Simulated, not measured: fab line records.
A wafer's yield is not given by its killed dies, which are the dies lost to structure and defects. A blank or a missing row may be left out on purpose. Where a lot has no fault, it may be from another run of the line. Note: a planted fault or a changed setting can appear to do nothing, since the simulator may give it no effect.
Which tool did it? + flow sky130 + 6 lots, 18 wafers sampled, at 2 steps of a route of 708

WHAT THE GAUGES READ, wafer by wafer
SKY_FIELD_ISO_CD_MEAS_13: target cd 150 nm.
| lot  | measured    | on        | cd_nm (nm)                          |
|------|-------------|-----------|-------------------------------------|
| L412 | day 2 15:41 | cd_sem-01 | 149.5 150.2 149.6                   |
| L415 | day 3 08:37 | cd_sem-01 | 148.9 149.5 150.9                   |
| L417 | day 3 17:43 | cd_sem-02 | 149.4 150.3 149.4                   |
| L420 | day 4 08:05 | cd_sem-01 | 104.7 135.6 100.6 104.4 135.8 100.8 |
| L430 | day 6 12:32 | cd_sem-01 | 150.0 150.5 150.2                   |
| L432 | day 7 00:20 | cd_sem-01 | 147.2 148.7 147.4                   |

TOOL THAT RAN EACH LOT (tool first, then ch and the chambers of the sampled wafers, then the start)
| lot  | SKY_FIELD_ISO_EXPOSE_10          |
|------|----------------------------------|
| L412 | krf_scanner-01 ch 0, day 2 09:08 |
| L415 | krf_scanner-01 ch 0, day 3 01:20 |
| L417 | krf_scanner-02 ch 0, day 3 09:33 |
| L420 | krf_scanner-01 ch 0, day 3 23:21 |
| L430 | krf_scanner-02 ch 0, day 6 03:01 |
| L432 | krf_scanner-02 ch 0, day 6 14:46 |
- SKY_FIELD_ISO_EXPOSE_10: exposes mask FOM, target cd 150 nm.

THE ANSWER, worked out from the rows above alone
Rule: the lots themselves supply what counts as usual. Put in order of their means at a reading, lots are off if they are a third of the lots or fewer, leave a main group of 4 or more, and stand apart from it by a gap of 3 or more times the standard deviation of the main group's means; of several such gaps the widest counts. A main group is skipped when, at the precision printed for the reading in the tables above, its means are all equal. Also off: a lot with no number at a reading for which 4 or more lots have one. Any other lot the step has rows for is counted as sound.
Off: L420, at SKY_FIELD_ISO_CD_MEAS_13 (cd_nm). For the main group the mean is 149.4 nm and the standard deviation 0.86.
If a tool, at a process step before that reading, ran all the lots that are off and no sound lot after the first of them, it fits. The gauges at SKY_FIELD_ISO_CD_MEAS_13 are tried like those tools. One fits: SKY_FIELD_ISO_EXPOSE_10 on krf_scanner-01. A fault onset in the window from L415 (day 3 01:20, its last sound lot) to L420 (day 3 23:21, its first lot off) fits.

WHAT THE SIMULATOR HAD INSERTED
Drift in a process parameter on krf_scanner-01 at SKY_FIELD_ISO_EXPOSE_10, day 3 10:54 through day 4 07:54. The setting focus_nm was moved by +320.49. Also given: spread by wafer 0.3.
Lots struck among those shown: L420. The rule above found the same.
